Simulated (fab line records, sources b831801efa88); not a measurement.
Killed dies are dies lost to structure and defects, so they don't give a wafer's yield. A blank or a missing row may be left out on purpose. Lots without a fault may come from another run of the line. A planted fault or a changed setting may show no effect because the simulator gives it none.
A struck lot beside a sound one | flow gf180mcu | 14 steps out of a route of 602
Sound: wafers L207.2, L207.3, L207.5. Struck: wafers L201.1, L201.4, L201.6. The cause comes at the end.
At each step with rows: each side's tool, then ch and its chambers, then its first start. Under that, the readings that differ: sound wafers | struck wafers | difference of the means | sigmas: that difference in standard deviations of wafers without a fault.
alike: readings whose means differ by less than 2 such deviations, and words and numbers that are the same on both sides. not compared: withheld readings, readings that some wafer has no value for, bounds like >300 that may hide the same value, and numbers for which the record gives no deviation and whose values overlap.
The two part at a step that has a row with sigmas, a row that says differs or no value, or rows on one side only. Numbers that don't overlap but have no deviation are shown without sigmas and don't part them. A reading that every wafer of one side lacks parts them only if that side has two wafers or more.

first, 4 steps without rows for these wafers: GF_HV_LDD_SOFTBAKE_42 (time 60 s); GF_HV_LDD_EXPOSE_43 (exposes mask Pplus HV AREA, target cd 400 nm); GF_HV_LDD_PEB_44; GF_HV_LDD_DEVELOP_45 (develop time 60 s).
GF_HV_LDD_CD_MEAS_46: target cd 400 nm.
  sound on cd_sem-01, day 16 13:10; struck on cd_sem-02, day 14 17:53
  alike: cd_nm
GF_HV_LDD_OVL_MEAS_47:
  sound on overlay-01, day 16 13:16; struck on overlay-02, day 14 18:01
  alike: HV_LDD_03_OVL
then, 1 step without rows for these wafers: GF_HV_LDD_IMPLANT_48.
GF_HV_LDD_STRIP_49: strips in O2/N2.
  sound on plasma_asher-04 ch 0,1, day 16 13:26; struck on plasma_asher-04 ch 1, day 14 18:11
  alike: drypump_motor_current_A, heater_power_w, oes_product_au, strip_time_to_endpoint_s
  not compared: rf_hours_counter_h
GF_HV_LDD_TW_MEAS_50:
  sound on film_metro-04, day 16 13:33; struck on film_metro-01, day 14 18:17
  alike: HV_LDD_4_TW
then, 1 step without rows for these wafers: GF_HV_LDD_CLEAN_51 (cleans in SC1/SC2, time 150 s).
GF_HV_LDD_RTA_52: time 10 s.
  sound on rtp_anneal-01 ch 0, day 16 13:40; struck on rtp_anneal-01 ch 0, day 14 18:24
  alike: chamber_o2_ppm, lamp_power_pct, wafer_temp_C_max
GF_HV_LDD_RS_MEAS_53: measures by four-point-probe.
  sound on film_metro-01, day 16 13:44; struck on film_metro-02, day 14 18:28
  reading            | sound             | struck            | difference | sigmas
  HV_LDD_RS (ohm/sq) | 416.5 416.5 417.2 | 419.2 420.2 420.1 | +3.1       | +3
GF_HV_LDD_CVD_54: deposits SiO2 from TEOS, target thk 10 nm, time 75 s.
  sound on lpcvd-02 ch 0, day 16 14:20; struck on lpcvd-01 ch 1, day 14 18:35
  no value came back on the struck wafers for pressure_mtorr (mTorr), spike_tc_bottom_C (C); on the sound wafers pressure_mtorr (mTorr) reads 400.2 401.7 401.4
then, 1 step without rows for these wafers: GF_HV_LDD_CVD_56 (deposits Si3N4 from DCS/NH3, target thk 90 nm, time 1543 s).

WHERE THEY PART
First at GF_HV_LDD_RS_MEAS_53; last, within this record, at GF_HV_LDD_CVD_54.

WHY: what the simulator had put in
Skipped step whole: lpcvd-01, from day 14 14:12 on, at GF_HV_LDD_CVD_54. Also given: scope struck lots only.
